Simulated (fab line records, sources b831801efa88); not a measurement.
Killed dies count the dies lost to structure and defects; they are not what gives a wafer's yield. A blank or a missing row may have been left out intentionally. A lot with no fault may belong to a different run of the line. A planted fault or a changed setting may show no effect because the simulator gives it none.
Which tool was responsible? -- flow sky130 -- 11 lots, 33 wafers sampled, at 2 steps of a route of 708

WHAT THE GAUGES SHOWED, per wafer
SKY_CAPM_RS_MEAS_03: the measuring method here is four-point-probe.
lot,measured,on,CAPM_TIN_RS (ohm/sq)
L751,day 36 17:08,filmMetro-03,6.71 6.70 6.74
L752,day 37 01:01,filmMetro-02,6.74 6.70 6.74
L753,day 37 04:29,filmMetro-02,6.77 6.74 6.73
L757,day 38 12:55,filmMetro-04,6.69 6.74 6.74
L758,day 39 06:58,filmMetro-03,6.70 6.76 6.74
L759,day 39 15:46,filmMetro-03,6.72 6.78 6.75
L765,day 41 02:01,filmMetro-02,6.81 6.68 6.77
L769,day 42 02:23,filmMetro-04,6.74 6.69 6.70
L768,day 42 04:19,filmMetro-02,6.82 6.76 6.84
L770,day 42 11:05,filmMetro-04,6.93 6.91 6.91
L772,day 42 20:08,filmMetro-03,6.61 6.69 6.66

SKY_VIA3_RS_MEAS_22: the measuring method here is four-point-probe.
lot,measured,on,VIA3_W_RS (ohm/sq)
L751,day 40 00:56,filmMetro-01,0.2916 0.2926 0.2938
L752,day 40 08:17,filmMetro-03,0.2947 0.2978 0.2992
L753,day 40 11:38,filmMetro-02,0.2971 0.2980 0.2974
L757,day 41 16:55,filmMetro-03,0.2916 0.2916 0.2939
L758,day 42 11:39,filmMetro-03,0.2949 0.2976 0.2970
L759,day 42 19:14,filmMetro-03,0.2932 0.2961 0.2918
L765,day 44 03:52,filmMetro-02,0.2917 0.2930 0.2933
L769,day 45 03:32,filmMetro-01,0.2967 0.2930 0.2945
L768,day 45 05:40,filmMetro-01,0.2933 0.2949 0.2916
L770,day 45 11:08,filmMetro-03,0.2936 0.2912 0.2932
L772,day 45 19:29,filmMetro-01,0.2920 0.2965 0.2978

WHAT TOOL EACH LOT RAN ON (gives the tool, then ch and the chambers of the sampled wafers, and finally the start)
The record shows no process step preceding these readings.

WHAT THE TOOLS THEMSELVES READ (means of the sampled wafers that have a number; where no wafer has one, the mark that the record gives instead)
The record holds no such reading with a usual standard deviation.

THE ANSWER, worked out from the rows above alone
Rule: what is usual is taken from the lots themselves. The widest of any qualifying gaps counts: lots, ordered by their means at a reading, are off when they make up no more than a third of the lots, leave a main group of 4 or more, and stand apart from it by 3 or more times the standard deviation of that group's means. A main group whose means are all the same, to the digits that the tables above print for the reading, isn't used. Also off: a lot with no number at a reading for which 4 or more lots have one. All remaining lots with rows at the step are treated as sound. Order of review: gauges by route order, followed by the tools' own readings, for which a lot's mean as printed above is used. At the first step where some lot is off, the reading lying furthest off is the one used; lots without a number count as furthest.
Nothing can be told from this: no lot is off at any reading shown.

WHAT THE SIMULATOR PUT IN
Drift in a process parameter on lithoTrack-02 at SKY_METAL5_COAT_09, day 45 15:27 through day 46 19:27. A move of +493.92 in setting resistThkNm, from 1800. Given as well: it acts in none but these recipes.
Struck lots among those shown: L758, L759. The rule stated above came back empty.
